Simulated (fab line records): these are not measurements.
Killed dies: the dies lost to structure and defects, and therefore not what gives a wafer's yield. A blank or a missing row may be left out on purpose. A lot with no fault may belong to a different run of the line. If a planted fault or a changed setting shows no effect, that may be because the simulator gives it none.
Code-filled problem report in 8D (eight disciplines) form :: flow gf180mcu :: the parts of the form that need people (team, actions taken, sign-off) are left out

1. WHAT IS WRONG
Wafers free of any fault read 46.11 ohm/sq (standard deviation 0.088) for NSD_RS at GF_PSD_RS_MEAS_14, against a mean of 47.46 ohm/sq on 6 wafers of 2 lots. Relative to the usual mean, that is a shift of +15 standard deviations.
The step: measures by four-point-probe.
Seen first at day 19 22:19 on filmMetro-02, wafer L983.1. At this step, 36 wafers from 12 lots have a number in the record. Rule for "out", or "out of limits": more than 4 standard deviations from the usual mean. The other wafers with a number count as sound.

2. WHAT THIS IS AND IS NOT
question: which readings at this step
is: NSD_RS
is not: -

question: which lots
is: L983, L985
is not: L968, L969, L970, L974, L975, L978, L982, L987, L990, L991

question: which wafers of those lots
is: all that have a number
is not: -

question: read on which gauges
is: filmMetro-01, filmMetro-02
is not: filmMetro-04

question: when
is: from day 19 22:19
is not: up to then (21 sound wafers); but 9 sound wafers of L987, L990, L991 came after

3. WHAT RULES OUT EACH SUSPECT
Counting: a tool stays on the suspect list if, at a process step up to the reading, it processed all lots that are out and no sound lot following the first of them.
- the gauge at GF_PSD_RS_MEAS_14 has been ruled out. Those wafers that are out were read across 2 gauges (filmMetro-01, filmMetro-02).
- implanter-02 at GF_NSD_IMPLANT_10: kept. Every lot that is out went through it, starting with L983 (day 18 21:08), and after that it ran no sound lot; the last sound lot it ran before then is L978 (day 16 18:31). Its own readings are out on those wafers: doseIonsCm2, faradayCurrentUA.
Left after counting: implanter-02 at GF_NSD_IMPLANT_10.

4. THE CAUSE (what the simulator had put in)
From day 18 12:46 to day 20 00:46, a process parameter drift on implanter-02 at GF_NSD_IMPLANT_10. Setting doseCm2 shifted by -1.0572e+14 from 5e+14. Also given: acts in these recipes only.
After counting, this tool was the only one left.

5. THE EFFECT CHAIN, in route order
One row per reading whose mean, taken over the struck wafers that have a number, lies over 3 standard deviations from the usual. Readings are gone through only where the record gives a usual standard deviation; hours: the median, over the lots, of the time from a lot's start at the first step in this table giving one to that lot's start at this step; sigmas: the change measured in usual standard deviations.
hours: 0
step: GF_NSD_IMPLANT_10
reading: doseIonsCm2
usual: 4.999e+14
on struck wafers: 3.945e+14
change: -1.054e+14
sigmas: -99 or more

hours: 0
step: GF_NSD_IMPLANT_10
reading: faradayCurrentUA
usual: 2794
on struck wafers: 2183
change: -611
sigmas: -11

hours: 25
step: GF_PSD_RS_MEAS_14
reading: NSD_RS
usual: 46.11 ohm/sq
on struck wafers: 47.46
change: +1.35
sigmas: +15
It contains these process steps:
- GF_NSD_IMPLANT_10
At these later measuring or inspecting steps, every struck wafer for which the step has a row has a number for every such reading, and none has moved that far: GF_SAB_OVL_MEAS_10.

6. WHAT WOULD HAVE CAUGHT IT SOONER
The first out-of-limits reading at a measuring or inspecting step in this record came at day 19 22:19, 34 hours after the fault's start at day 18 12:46.
At GF_NSD_IMPLANT_10, the tool's own readings (doseIonsCm2, faradayCurrentUA) were out on each struck wafer the step has a row for, so an alarm limit on them would have fired on the first such wafer.
By day 19 22:19, every lot that is out (2) had started GF_NSD_IMPLANT_10 on implanter-02. Had the tool been put on hold then, not one of them would have been saved.
